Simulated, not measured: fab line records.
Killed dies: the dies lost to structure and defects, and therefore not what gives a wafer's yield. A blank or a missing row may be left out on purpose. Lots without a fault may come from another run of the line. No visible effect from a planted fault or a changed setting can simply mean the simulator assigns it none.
fab line records ; flow gf180mcu
record: lots: 24; wafers: 72; last_day: 34
route steps=602 shown V2@400 M3@412 V3@444 V5@545
lots that met no fault: taken from a fault-free run of the same line
start_h: start of the lot's first displayed wafer, in hours after the record's first day ; wait_h: hours elapsed since this lot's preceding step ; " repeats the value in the row above ; L1.1+2: several wafers, shown together as one row ; - no value, or no start given ; * or withheld: withheld ; < > ~ a bound
route shown NAME@n: names a module that has steps shown in the file, with the first one's number in the route ; usual: the fault-free wafers' mean and standard deviation ; same: alike in all rows ; chamber/n: place in a boat ; sites: per-site readings ; _std_site: standard deviation of those values ; _edge_site: outer sites' mean less inner sites' ; radius_mm: how far each site lies from the wafer's centre ; mask NAME#n: copy n ; behind: the most recent tool/chamber to have shaped the wafer ; hold: cause of the lot's hold/its duration in hours/its outcome ; device: whichever transistor did not switch (one of n, p or np) ; end of line: the tests these same wafers got at the end of their route ; a step without rows: its recipe alone ; killed: at the first sort, the dies lost to defects and structure; wafer yield is something else ; map: a wafer's dies, x killed, . not, _ none there
set.NAME: setting as actually run; set.NAME@STEP: the setting as run at that earlier step ; model.NAME: the simulator's own value behind a step, which no gauge read
steps of the route over a sample of lots; a table a step, a row a wafer
services: the hour from which a tool's chamber was out of use, counted from the record's first day as start_h (under 0 if before that day), plus the number of hours and why
== steps ==
step: GF_V2_STRIP_18
recipe: chemistry: O2/N2; power_w: 1400; pressure_mtorr: 1500; platen_temp_c: 250; o2_flow_sccm: 3000; n2_flow_sccm: 300; overash_fraction: 0.5
usual: drypump_motor_current_A: 5.9/0.4; heater_power_w: 339/26; o2_flow_sccm: 2999/9.5; oes_product_au: 0.585/0.0051; platen_temp_c: 249.98/0.19
lot.wafer;tool;chamber;start_h;wait_h;drypump_motor_current_A;heater_power_w;o2_flow_sccm;oes_product_au;platen_temp_c;rf_hours_counter_h
L074.3;plasma_asher-02;0;455.01;-;5.7;351;3005;0.586;250.10;-
L074.5;plasma_asher-02;0;455.01;-;5.7;350;2995;0.582;250.26;-
L074.6;plasma_asher-02;1;455.01;-;6.0;351;2997;0.587;249.80;-
L075.3;plasma_asher-03;1;468.66;-;5.4;312;2996;0.588;249.97;-
L075.5;plasma_asher-03;1;468.66;-;5.4;308;2994;0.587;249.81;-
L075.6;plasma_asher-03;0;468.66;-;6.2;277;3009;0.589;250.15;-
L076.2;plasma_asher-02;1;484.33;-;6.0;366;3000;0.580;249.85;6
L076.4;plasma_asher-02;0;484.33;-;5.7;346;2995;0.579;249.72;-
L076.6;plasma_asher-02;1;484.33;-;6.0;356;3003;0.583;249.83;-
L077.1;plasma_asher-01;0;486.07;-;5.4;369;3010;0.586;249.73;85
L077.4;plasma_asher-01;1;486.07;-;6.6;309;2974;0.579;249.56;-
L077.6;plasma_asher-01;1;486.07;-;6.6;306;2992;0.589;249.72;-
L078.2;plasma_asher-01;0;500.57;-;5.5;352;2993;0.579;250.22;86
L078.4;plasma_asher-01;1;500.57;-;6.6;309;3003;0.580;249.80;-
L078.6;plasma_asher-01;0;500.57;-;5.5;365;2983;0.587;250.12;-
L079.1;plasma_asher-01;1;508.92;-;6.6;310;3003;0.576;249.82;87
L079.2;plasma_asher-01;0;508.92;-;5.5;357;2997;0.582;250.07;87
L079.4;plasma_asher-01;0;508.92;-;5.4;366;2987;0.586;250.02;-
L080.1;plasma_asher-01;0;520.42;-;5.5;368;3003;0.586;249.99;89
L080.3;plasma_asher-01;1;520.42;-;6.6;314;2986;0.582;250.22;-
L080.6;plasma_asher-01;1;520.42;-;6.6;299;2985;0.588;250.21;-
L081.1;plasma_asher-02;0;525.17;-;5.7;343;2993;0.582;250.02;10
L081.2;plasma_asher-02;1;525.17;-;6.0;351;2998;0.590;249.95;10
L081.6;plasma_asher-02;0;525.17;-;5.7;350;3012;0.578;249.56;-
L082.1;plasma_asher-01;0;531.63;-;5.5;370;3013;0.590;250.08;90
L082.2;plasma_asher-01;1;531.63;-;6.6;313;3007;0.587;249.80;90
L082.3;plasma_asher-01;1;531.63;-;6.6;308;3002;0.594;249.73;-
L083.2;plasma_asher-01;0;542.57;-;5.5;368;2989;0.580;249.94;91
L083.5;plasma_asher-01;1;542.57;-;6.6;306;3011;0.582;249.59;-
L083.6;plasma_asher-01;0;542.57;-;5.4;362;2992;0.588;250.11;-
L084.1;plasma_asher-02;0;552.88;-;5.8;344;2991;0.581;250.11;13
L084.3;plasma_asher-02;1;552.88;-;6.1;350;2996;0.594;249.84;-
L084.6;plasma_asher-02;1;552.88;-;6.1;360;2980;0.582;249.92;-
L085.1;plasma_asher-01;0;560.46;-;5.4;372;2976;0.594;249.92;93
L085.3;plasma_asher-01;0;560.46;-;5.4;358;2987;0.599;249.90;-
L085.4;plasma_asher-01;1;560.46;-;6.6;308;2988;0.577;249.97;-
L086.2;plasma_asher-02;1;570.13;-;6.0;362;3000;0.591;250.36;15
L086.4;plasma_asher-02;0;570.13;-;5.7;358;3004;0.585;249.98;-
L086.5;plasma_asher-02;1;570.13;-;6.0;353;3006;0.575;250.42;-
L087.2;plasma_asher-01;1;574.83;-;6.6;305;3000;0.588;250.02;93
L087.3;plasma_asher-01;0;574.83;-;5.4;362;2989;0.582;250.04;-
L087.4;plasma_asher-01;1;574.83;-;6.6;301;2994;0.593;249.97;-
L088.3;plasma_asher-02;0;582.60;-;5.7;344;3003;0.590;249.81;-
L088.5;plasma_asher-02;0;582.60;-;5.7;339;3006;0.591;250.23;-
L088.6;plasma_asher-02;1;582.60;-;6.0;352;2985;0.581;250.19;-
L089.1;plasma_asher-03;0;598.24;-;6.2;278;2997;0.584;249.73;86
L089.4;plasma_asher-03;1;598.24;-;5.4;308;2999;0.580;249.83;-
L089.6;plasma_asher-03;1;598.24;-;5.4;313;2994;0.590;249.96;-
L090.2;plasma_asher-01;0;602.82;-;5.4;360;3000;0.589;250.14;96
L090.3;plasma_asher-01;1;602.82;-;6.6;317;3024;0.583;249.83;-
L090.5;plasma_asher-01;1;602.82;-;6.6;311;3004;0.582;250.15;-
L091.1;plasma_asher-02;1;607.87;-;6.0;355;3013;0.581;250.14;20
L091.3;plasma_asher-02;0;607.87;-;5.7;348;3011;0.585;250.30;-
L091.5;plasma_asher-02;1;607.87;-;6.0;365;2992;0.583;250.33;-
L092.1;plasma_asher-02;0;610.18;-;5.7;347;2990;0.585;249.71;20
L092.4;plasma_asher-02;1;610.18;-;6.0;346;3005;0.588;249.90;-
L092.6;plasma_asher-02;0;610.18;-;5.7;340;2999;0.587;249.88;-
L093.2;plasma_asher-02;1;620.18;-;6.0;347;2986;0.594;250.22;21
L093.3;plasma_asher-02;0;620.18;-;5.7;346;3004;0.586;249.80;-
L093.6;plasma_asher-02;1;620.18;-;6.0;347;2997;0.595;250.07;-
L094.1;plasma_asher-02;0;634.29;-;5.7;347;3008;0.588;250.19;22
L094.4;plasma_asher-02;0;634.29;-;5.7;360;3011;0.579;249.86;-
L094.6;plasma_asher-02;1;634.29;-;6.0;353;2988;0.580;250.17;-
L095.2;plasma_asher-03;1;636.33;-;5.4;306;3018;0.585;250.15;90
L095.4;plasma_asher-03;0;636.33;-;6.2;279;3007;0.591;250.00;-
L095.6;plasma_asher-03;1;636.33;-;5.5;308;2999;0.588;249.84;-
L096.2;plasma_asher-02;1;660.23;-;6.0;355;2988;0.588;249.98;24
L096.3;plasma_asher-02;1;660.23;-;6.0;347;2998;0.577;250.16;-
L096.4;plasma_asher-02;0;660.23;-;5.7;347;3010;0.585;249.90;-
L097.1;plasma_asher-02;1;662.99;-;6.0;355;3005;0.584;250.41;24
L097.2;plasma_asher-02;0;662.99;-;5.7;349;3013;0.579;249.61;24
L097.6;plasma_asher-02;0;662.99;-;5.7;353;3001;0.575;249.90;-
step: GF_M3_SPUTTER_03
recipe: material: Ti; target_thk_nm: 10; substrate_temp_c: 300; chamber_pressure_pa: 0.3; power_w: 3000; time_s: 6.7
usual: cathode_dc_power_W: 3000.0/0.57; throttle_valve_pct: 30.4/0.8
lot.wafer;tool;chamber;start_h;wait_h;cathode_dc_power_W;throttle_valve_pct
L074.3;pvd_sputter-03;-;456.40;0.0;3000.0;30.4
L074.5;pvd_sputter-03;-;456.40;0.0;2999.8;31.3
L074.6;pvd_sputter-03;-;456.40;0.0;3000.2;30.7
L075.3;pvd_sputter-02;-;470.01;0.0;2999.9;31.7
L075.5;pvd_sputter-02;-;470.01;0.0;3001.1;29.0
L075.6;pvd_sputter-02;-;470.01;0.0;3000.6;30.4
L076.2;pvd_sputter-04;-;485.72;0.0;3000.7;29.9
L076.4;pvd_sputter-04;-;485.72;0.0;3000.1;31.5
L076.6;pvd_sputter-04;-;485.72;0.0;2999.3;29.7
L077.1;pvd_sputter-04;-;487.46;0.0;3000.6;31.2
L077.4;pvd_sputter-04;-;487.46;0.0;3000.6;29.9
L077.6;pvd_sputter-04;-;487.46;0.0;3000.0;31.2
L078.2;pvd_sputter-04;-;502.01;0.0;3000.1;29.6
L078.4;pvd_sputter-04;-;502.01;0.0;3000.2;30.0
L078.6;pvd_sputter-04;-;502.01;0.0;3000.4;29.6
L079.1;pvd_sputter-04;-;510.31;0.0;2999.9;29.9
L079.2;pvd_sputter-04;-;510.31;0.0;3001.0;31.3
L079.4;pvd_sputter-04;-;510.31;0.0;2999.3;29.8
L080.1;pvd_sputter-04;-;522.06;0.0;3000.6;31.4
L080.3;pvd_sputter-04;-;522.06;0.0;3000.6;29.9
L080.6;pvd_sputter-04;-;522.06;0.0;3000.6;29.5
L081.1;pvd_sputter-02;-;526.59;0.0;2999.7;30.4
L081.2;pvd_sputter-02;-;526.59;0.0;3000.4;32.1
L081.6;pvd_sputter-02;-;526.59;0.0;2999.0;32.0
L082.1;pvd_sputter-02;-;533.02;0.0;3000.2;30.4
L082.2;pvd_sputter-02;-;533.02;0.0;2999.9;31.8
L082.3;pvd_sputter-02;-;533.02;0.0;2998.7;30.2
L083.2;pvd_sputter-03;-;543.96;0.0;2998.6;30.3
L083.5;pvd_sputter-03;-;543.96;0.0;3000.1;31.3
L083.6;pvd_sputter-03;-;543.96;0.0;2999.8;30.4
L084.1;pvd_sputter-04;-;554.26;0.0;3000.3;30.1
L084.3;pvd_sputter-04;-;554.26;0.0;2999.3;29.5
L084.6;pvd_sputter-04;-;554.26;0.0;3000.1;31.1
L085.1;pvd_sputter-04;-;561.85;0.0;2999.5;29.3
L085.3;pvd_sputter-04;-;561.85;0.0;3000.1;30.2
L085.4;pvd_sputter-04;-;561.85;0.0;2999.6;29.9
L086.2;pvd_sputter-04;-;571.52;0.0;3000.2;29.8
L086.4;pvd_sputter-04;-;571.52;0.0;3000.3;30.1
L086.5;pvd_sputter-04;-;571.52;0.0;2999.7;29.7
L087.2;pvd_sputter-02;-;577.36;0.0;3000.3;30.3
L087.3;pvd_sputter-02;-;577.36;0.0;3001.0;29.3
L087.4;pvd_sputter-02;-;577.36;0.0;2999.1;30.5
L088.3;pvd_sputter-03;-;583.97;0.0;3000.8;30.2
L088.5;pvd_sputter-03;-;583.97;0.0;3000.0;30.7
L088.6;pvd_sputter-03;-;583.97;0.0;2999.7;30.4
L089.1;pvd_sputter-03;-;599.68;0.0;3000.2;31.3
L089.4;pvd_sputter-03;-;599.68;0.0;2999.8;30.8
L089.6;pvd_sputter-03;-;599.68;0.0;3000.3;31.2
L090.2;pvd_sputter-03;-;604.21;0.0;2999.7;30.5
L090.3;pvd_sputter-03;-;604.21;0.0;2999.5;30.7
L090.5;pvd_sputter-03;-;604.21;0.0;2999.7;31.3
L091.1;pvd_sputter-03;-;609.27;0.0;3000.5;30.7
L091.3;pvd_sputter-03;-;609.27;0.0;3001.0;30.3
L091.5;pvd_sputter-03;-;609.27;0.0;2999.9;30.1
L092.1;pvd_sputter-02;-;611.60;0.0;3000.4;30.4
L092.4;pvd_sputter-02;-;611.60;0.0;3000.5;30.2
L092.6;pvd_sputter-02;-;611.60;0.0;3000.2;32.0
L093.2;pvd_sputter-02;-;621.61;0.0;2999.7;30.2
L093.3;pvd_sputter-02;-;621.61;0.0;3000.0;32.1
L093.6;pvd_sputter-02;-;621.61;0.0;2999.6;29.1
L094.1;pvd_sputter-03;-;635.68;0.0;3000.1;31.2
L094.4;pvd_sputter-03;-;635.68;0.0;3000.2;30.8
L094.6;pvd_sputter-03;-;635.68;0.0;2999.9;30.5
L095.2;pvd_sputter-04;-;637.76;0.0;2999.7;29.5
L095.4;pvd_sputter-04;-;637.76;0.0;3001.0;30.1
L095.6;pvd_sputter-04;-;637.76;0.0;2999.5;31.4
L096.2;pvd_sputter-04;-;661.88;0.0;3001.2;30.0
L096.3;pvd_sputter-04;-;661.88;0.0;3000.5;29.4
L096.4;pvd_sputter-04;-;661.88;0.0;3000.5;29.9
L097.1;pvd_sputter-04;-;664.59;0.0;2998.4;29.8
L097.2;pvd_sputter-04;-;664.59;0.0;3000.1;29.3
L097.6;pvd_sputter-04;-;664.59;0.0;3000.3;29.9
step: GF_M3_CD_MEAS_14
recipe: target_cd_nm: 280
usual: cd_nm: 279.5/0.99
lot.wafer;tool;chamber;start_h;wait_h;cd_nm
L074.3;cd_sem-01;-;479.90;0.1;279.2
L074.5;cd_sem-01;-;479.90;0.1;279.5
L074.6;cd_sem-01;-;479.90;0.1;280.6
L075.3;cd_sem-01;-;493.80;0.1;277.4
L075.5;cd_sem-01;-;493.80;0.1;277.5
L075.6;cd_sem-01;-;493.80;0.1;278.3
L076.2;cd_sem-01;-;509.83;0.1;278.6
L076.4;cd_sem-01;-;509.83;0.1;278.8
L076.6;cd_sem-01;-;509.83;0.1;278.3
L077.1;cd_sem-02;-;511.20;0.1;280.1
L077.4;cd_sem-02;-;511.20;0.1;280.4
L077.6;cd_sem-02;-;511.20;0.1;279.0
L078.2;cd_sem-01;-;524.93;0.1;280.3
L078.4;cd_sem-01;-;524.93;0.1;277.9
L078.6;cd_sem-01;-;524.93;0.1;279.3
L079.1;cd_sem-02;-;534.01;0.1;280.9
L079.2;cd_sem-02;-;534.01;0.1;281.4
L079.4;cd_sem-02;-;534.01;0.1;281.2
L080.1;cd_sem-02;-;545.49;0.1;279.2
L080.3;cd_sem-02;-;545.49;0.1;281.1
L080.6;cd_sem-02;-;545.49;0.1;281.8
L081.1;cd_sem-01;-;548.40;0.1;277.8
L081.2;cd_sem-01;-;548.40;0.1;277.7
L081.6;cd_sem-01;-;548.40;0.1;278.4
L082.1;cd_sem-01;-;556.07;0.2;278.4
L082.2;cd_sem-01;-;556.07;0.2;277.9
L082.3;cd_sem-01;-;556.07;0.2;277.6
L083.2;cd_sem-01;-;565.92;0.1;278.8
L083.5;cd_sem-01;-;565.92;0.1;279.4
L083.6;cd_sem-01;-;565.92;0.1;279.7
L084.1;cd_sem-01;-;576.14;0.1;279.6
L084.3;cd_sem-01;-;576.14;0.1;281.1
L084.6;cd_sem-01;-;576.14;0.1;279.4
L085.1;cd_sem-01;-;583.46;0.1;279.9
L085.3;cd_sem-01;-;583.46;0.1;281.3
L085.4;cd_sem-01;-;583.46;0.1;280.2
L086.2;cd_sem-01;-;593.26;0.1;278.9
L086.4;cd_sem-01;-;593.26;0.1;279.3
L086.5;cd_sem-01;-;593.26;0.1;279.3
L087.2;cd_sem-01;-;599.00;0.2;279.9
L087.3;cd_sem-01;-;599.00;0.2;279.5
L087.4;cd_sem-01;-;599.00;0.2;279.6
L088.3;cd_sem-01;-;605.40;0.1;280.5
L088.5;cd_sem-01;-;605.40;0.1;279.9
L088.6;cd_sem-01;-;605.40;0.1;280.8
L089.1;cd_sem-01;-;620.61;0.1;279.2
L089.4;cd_sem-01;-;620.61;0.1;278.5
L089.6;cd_sem-01;-;620.61;0.1;279.3
L090.2;cd_sem-01;-;625.28;0.1;279.4
L090.3;cd_sem-01;-;625.28;0.1;279.2
L090.5;cd_sem-01;-;625.28;0.1;279.4
L091.1;cd_sem-01;-;634.37;4.9;280.7
L091.3;cd_sem-01;-;634.37;4.9;279.0
L091.5;cd_sem-01;-;634.37;4.9;280.0
L092.1;cd_sem-01;-;635.33;3.4;280.6
L092.4;cd_sem-01;-;635.33;3.4;280.5
L092.6;cd_sem-01;-;635.33;3.4;280.9
L093.2;cd_sem-01;-;659.72;19.5;278.9
L093.3;cd_sem-01;-;659.72;19.5;279.3
L093.6;cd_sem-01;-;659.72;19.5;278.8
L094.1;cd_sem-01;-;663.54;13.7;278.5
L094.4;cd_sem-01;-;663.54;13.7;279.8
L094.6;cd_sem-01;-;663.54;13.7;279.1
L095.2;cd_sem-01;-;666.32;13.3;280.4
L095.4;cd_sem-01;-;666.32;13.3;280.8
L095.6;cd_sem-01;-;666.32;13.3;278.7
L096.2;cd_sem-01;-;671.49;4.4;279.0
L096.3;cd_sem-01;-;671.49;4.4;279.6
L096.4;cd_sem-01;-;671.49;4.4;278.5
L097.1;cd_sem-01;-;675.55;2.0;280.0
L097.2;cd_sem-01;-;675.55;2.0;279.5
L097.6;cd_sem-01;-;675.55;2.0;280.2
step: GF_V3_OVL_MEAS_15
usual: V3_OVL: -1/5.5
lot.wafer;tool;chamber;start_h;wait_h;V3_OVL[nm]
L074.3;overlay-02;-;504.69;0.1;-10
L074.5;overlay-02;-;504.69;0.1;-5
L074.6;overlay-02;-;504.69;0.1;-4
L075.3;overlay-01;-;519.04;0.1;-3
L075.5;overlay-01;-;519.04;0.1;-3
L075.6;overlay-01;-;519.04;0.1;1
L076.2;overlay-02;-;534.01;0.1;-7
L076.4;overlay-02;-;534.01;0.1;-2
L076.6;overlay-02;-;534.01;0.1;-1
L077.1;overlay-01;-;535.62;0.1;7
L077.4;overlay-01;-;535.62;0.1;5
L077.6;overlay-01;-;535.62;0.1;-2
L078.2;overlay-01;-;549.26;0.1;-1
L078.4;overlay-01;-;549.26;0.1;-8
L078.6;overlay-01;-;549.26;0.1;-4
L079.1;overlay-02;-;557.88;0.1;-13
L079.2;overlay-02;-;557.88;0.1;-6
L079.4;overlay-02;-;557.88;0.1;-8
L080.1;overlay-02;-;568.96;0.1;-1
L080.3;overlay-02;-;568.96;0.1;0
L080.6;overlay-02;-;568.96;0.1;1
L081.1;overlay-01;-;572.04;0.1;-3
L081.2;overlay-01;-;572.04;0.1;-6
L081.6;overlay-01;-;572.04;0.1;-1
L082.1;overlay-01;-;579.43;0.1;-9
L082.2;overlay-01;-;579.43;0.1;3
L082.3;overlay-01;-;579.43;0.1;-4
L083.2;overlay-02;-;588.76;0.1;12
L083.5;overlay-02;-;588.76;0.1;7
L083.6;overlay-02;-;588.76;0.1;8
L084.1;overlay-01;-;599.22;0.1;-6
L084.3;overlay-01;-;599.22;0.1;-2
L084.6;overlay-01;-;599.22;0.1;-2
L085.1;overlay-02;-;606.20;0.1;-3
L085.3;overlay-02;-;606.20;0.1;-1
L085.4;overlay-02;-;606.20;0.1;-6
L086.2;overlay-02;-;615.66;0.1;4
L086.4;overlay-02;-;615.66;0.1;-3
L086.5;overlay-02;-;615.66;0.1;-7
L087.2;overlay-02;-;621.19;0.1;3
L087.3;overlay-02;-;621.19;0.1;-4
L087.4;overlay-02;-;621.19;0.1;2
L088.3;overlay-02;-;627.64;0.1;-3
L088.5;overlay-02;-;627.64;0.1;-5
L088.6;overlay-02;-;627.64;0.1;0
L089.1;overlay-01;-;659.94;0.1;1
L089.4;overlay-01;-;659.94;0.1;14
L089.6;overlay-01;-;659.94;0.1;0
L090.2;overlay-01;-;662.11;0.1;3
L090.3;overlay-01;-;662.11;0.1;-1
L090.5;overlay-01;-;662.11;0.1;4
L091.1;overlay-02;-;664.14;0.1;-2
L091.3;overlay-02;-;664.14;0.1;-1
L091.5;overlay-02;-;664.14;0.1;3
L092.1;overlay-01;-;664.50;0.1;-4
L092.4;overlay-01;-;664.50;0.1;4
L092.6;overlay-01;-;664.50;0.1;10
L093.2;overlay-01;-;670.13;0.1;-4
L093.3;overlay-01;-;670.13;0.1;-3
L093.6;overlay-01;-;670.13;0.1;-1
L094.1;overlay-01;-;676.27;0.1;-7
L094.4;overlay-01;-;676.27;0.1;-6
L094.6;overlay-01;-;676.27;0.1;-6
L095.2;overlay-01;-;681.27;0.1;-6
L095.4;overlay-01;-;681.27;0.1;-7
L095.6;overlay-01;-;681.27;0.1;-8
L096.2;overlay-02;-;690.25;0.1;6
L096.3;overlay-02;-;690.25;0.1;3
L096.4;overlay-02;-;690.25;0.1;3
L097.1;overlay-02;-;695.76;0.1;-3
L097.2;overlay-02;-;695.76;0.1;-2
L097.6;overlay-02;-;695.76;0.1;6
step: GF_V3_ETCH_17
recipe: chemistry: C4F8/O2/Ar; mask_material: KrF; target: SiO2; stop_on: TiN; source_w: 1500; bias_w: 1200; pressure_mtorr: 40; c4f8_flow_sccm: withheld; O2_flow_sccm: 6; Ar_flow_sccm: 300; time_s: withheld; target_depth_a: 6350
usual: oes_product_au: 0.855/0.0048
lot.wafer;tool;chamber;start_h;wait_h;oes_product_au
L074.3;rie_diel-03;1;-;-;0.857
L074.5;rie_diel-03;0;-;-;0.855
L074.6;rie_diel-03;3;-;-;0.853
L075.3;rie_diel-01;0;-;-;0.851
L075.5;rie_diel-01;2;-;-;0.851
L075.6;rie_diel-01;3;-;-;0.849
L076.2;rie_diel-01;3;-;-;0.851
L076.4;rie_diel-01;2;-;-;0.849
L076.6;rie_diel-01;0;-;-;0.856
L077.1;rie_diel-03;2;-;-;0.856
L077.4;rie_diel-03;3;-;-;0.857
L077.6;rie_diel-03;3;-;-;0.852
L078.2;rie_diel-02;0;-;-;0.854
L078.4;rie_diel-02;3;-;-;0.850
L078.6;rie_diel-02;1;-;-;0.852
L079.1;rie_diel-03;2;-;-;0.857
L079.2;rie_diel-03;1;-;-;0.850
L079.4;rie_diel-03;3;-;-;0.843
L080.1;rie_diel-03;3;-;-;0.858
L080.3;rie_diel-03;1;-;-;0.856
L080.6;rie_diel-03;0;-;-;0.851
L081.1;rie_diel-03;3;-;-;0.859
L081.2;rie_diel-03;1;-;-;0.861
L081.6;rie_diel-03;1;-;-;0.855
L082.1;rie_diel-01;2;-;-;0.854
L082.2;rie_diel-01;1;-;-;0.854
L082.3;rie_diel-01;3;-;-;0.852
L083.2;rie_diel-01;3;-;-;0.854
L083.5;rie_diel-01;2;-;-;0.860
L083.6;rie_diel-01;3;-;-;0.855
L084.1;rie_diel-01;2;-;-;0.851
L084.3;rie_diel-01;3;-;-;0.858
L084.6;rie_diel-01;0;-;-;0.854
L085.1;rie_diel-03;2;-;-;0.862
L085.3;rie_diel-03;3;-;-;0.862
L085.4;rie_diel-03;3;-;-;0.859
L086.2;rie_diel-01;0;-;-;0.860
L086.4;rie_diel-01;3;-;-;0.855
L086.5;rie_diel-01;3;-;-;0.857
L087.2;rie_diel-03;2;-;-;0.853
L087.3;rie_diel-03;3;-;-;0.855
L087.4;rie_diel-03;2;-;-;0.849
L088.3;rie_diel-02;2;-;-;0.857
L088.5;rie_diel-02;1;-;-;0.848
L088.6;rie_diel-02;2;-;-;0.852
L089.1;rie_diel-02;0;-;-;0.854
L089.4;rie_diel-02;2;-;-;0.851
L089.6;rie_diel-02;1;-;-;0.857
L090.2;rie_diel-03;0;-;-;0.857
L090.3;rie_diel-03;2;-;-;0.854
L090.5;rie_diel-03;0;-;-;0.854
L091.1;rie_diel-01;2;-;-;0.863
L091.3;rie_diel-01;1;-;-;0.855
L091.5;rie_diel-01;3;-;-;0.847
L092.1;rie_diel-03;1;-;-;0.854
L092.4;rie_diel-03;3;-;-;0.859
L092.6;rie_diel-03;1;-;-;0.842
L093.2;rie_diel-03;1;-;-;0.857
L093.3;rie_diel-03;0;-;-;0.850
L093.6;rie_diel-03;1;-;-;0.853
L094.1;rie_diel-02;3;-;-;0.858
L094.4;rie_diel-02;1;-;-;0.851
L094.6;rie_diel-02;0;-;-;0.848
L095.2;rie_diel-03;2;-;-;0.862
L095.4;rie_diel-03;0;-;-;0.853
L095.6;rie_diel-03;3;-;-;0.858
L096.2;rie_diel-01;3;-;-;0.856
L096.3;rie_diel-01;1;-;-;0.855
L096.4;rie_diel-01;2;-;-;0.864
L097.1;rie_diel-03;0;-;-;0.859
L097.2;rie_diel-03;1;-;-;0.863
L097.6;rie_diel-03;3;-;-;0.857
step: GF_V5_BOW_MEAS_05
recipe: mode: bow
usual: V5_BOW: 133/9.5
lot.wafer;tool;chamber;start_h;wait_h;V5_BOW[um]
L074.3;film_metro-03;-;600.70;0.3;127
L074.5;film_metro-03;-;600.70;0.3;130
L074.6;film_metro-03;-;600.70;0.3;130
L075.3;film_metro-02;-;613.19;0.2;139
L075.5;film_metro-02;-;613.19;0.2;124
L075.6;film_metro-02;-;613.19;0.2;135
L076.2;film_metro-04;-;627.04;0.3;135
L076.4;film_metro-04;-;627.04;0.3;131
L076.6;film_metro-04;-;627.04;0.3;124
L077.1;film_metro-03;-;628.57;0.2;150
L077.4;film_metro-03;-;628.57;0.2;157
L077.6;film_metro-03;-;628.57;0.2;137
L078.2;film_metro-02;-;660.78;0.3;141
L078.4;film_metro-02;-;660.78;0.3;130
L078.6;film_metro-02;-;660.78;0.3;130
L079.1;film_metro-02;-;664.13;0.1;145
L079.2;film_metro-02;-;664.13;0.1;154
L079.4;film_metro-02;-;664.13;0.1;153
L080.1;film_metro-02;-;666.86;0.4;143
L080.3;film_metro-02;-;666.86;0.4;141
L080.6;film_metro-02;-;666.86;0.4;137
L081.1;film_metro-03;-;668.89;0.1;131
L081.2;film_metro-03;-;668.89;0.1;135
L081.6;film_metro-03;-;668.89;0.1;139
L082.1;film_metro-04;-;669.06;0.1;126
L082.2;film_metro-04;-;669.06;0.1;117
L082.3;film_metro-04;-;669.06;0.1;129
L083.2;film_metro-04;-;669.35;0.3;134
L083.5;film_metro-04;-;669.35;0.3;135
L083.6;film_metro-04;-;669.35;0.3;134
L084.1;film_metro-03;-;685.61;0.2;150
L084.3;film_metro-03;-;685.61;0.2;136
L084.6;film_metro-03;-;685.61;0.2;134
L085.1;film_metro-04;-;696.90;0.1;130
L085.3;film_metro-04;-;696.90;0.1;135
L085.4;film_metro-04;-;696.90;0.1;134
L086.2;film_metro-02;-;704.38;0.3;129
L086.4;film_metro-02;-;704.38;0.3;120
L086.5;film_metro-02;-;704.38;0.3;124
L087.2;film_metro-04;-;711.38;0.2;123
L087.3;film_metro-04;-;711.38;0.2;131
L087.4;film_metro-04;-;711.38;0.2;143
L088.3;film_metro-02;-;716.23;0.2;116
L088.5;film_metro-02;-;716.23;0.2;116
L088.6;film_metro-02;-;716.23;0.2;127
L089.1;film_metro-04;-;730.03;0.1;150
L089.4;film_metro-04;-;730.03;0.1;151
L089.6;film_metro-04;-;730.03;0.1;142
L090.2;film_metro-04;-;732.48;0.2;130
L090.3;film_metro-04;-;732.48;0.2;144
L090.5;film_metro-04;-;732.48;0.2;131
L092.1;film_metro-04;-;738.00;0.2;134
L092.4;film_metro-04;-;738.00;0.2;123
L092.6;film_metro-04;-;738.00;0.2;127
L091.1;film_metro-02;-;738.05;0.2;155
L091.3;film_metro-02;-;738.05;0.2;143
L091.5;film_metro-02;-;738.05;0.2;144
L093.2;film_metro-03;-;747.28;0.3;120
L093.3;film_metro-03;-;747.28;0.3;128
L093.6;film_metro-03;-;747.28;0.3;128
L094.1;film_metro-04;-;754.11;0.2;125
L094.4;film_metro-04;-;754.11;0.2;133
L094.6;film_metro-04;-;754.11;0.2;125
L095.2;film_metro-04;-;757.44;0.3;127
L095.4;film_metro-04;-;757.44;0.3;130
L095.6;film_metro-04;-;757.44;0.3;128
L096.2;film_metro-03;-;765.45;0.2;138
L096.3;film_metro-03;-;765.45;0.2;142
L096.4;film_metro-03;-;765.45;0.2;126
L097.1;film_metro-03;-;772.11;0.2;131
L097.2;film_metro-03;-;772.11;0.2;131
L097.6;film_metro-03;-;772.11;0.2;133
== services ==
tool;chamber;start_h;hours;kind
rie_diel-02;1;441.71;11.8;repair
rie_diel-03;0;450.06;5.1;repair
pvd_sputter-02;-;466.35;2.1;repair
rie_diel-03;2;467.44;3.0;repair
rie_diel-02;-;471.43;3.5;repair
rie_diel-01;-;489.97;28.1;pm
plasma_asher-01;-;496.03;0.8;repair
rie_diel-03;1;510.68;4.0;repair
pvd_sputter-02;-;514.93;9.7;repair
rie_diel-02;2;530.42;9.4;repair
plasma_asher-02;-;539.37;1.5;repair
pvd_sputter-02;-;543.77;2.3;repair
rie_diel-03;2;548.27;4.4;repair
plasma_asher-01;-;560.56;2.8;pm
plasma_asher-01;-;563.83;2.0;repair
plasma_asher-01;-;567.85;0.6;repair
rie_diel-03;0;580.56;7.2;repair
plasma_asher-03;-;611.73;1.6;repair
rie_diel-01;2;628.59;7.9;repair
rie_diel-03;-;631.56;2.8;pm
pvd_sputter-02;-;656.16;12.5;repair
plasma_asher-03;-;662.75;2.8;pm
rie_diel-01;1;666.71;3.6;repair
plasma_asher-01;-;678.80;2.3;repair
== key ==
fault none
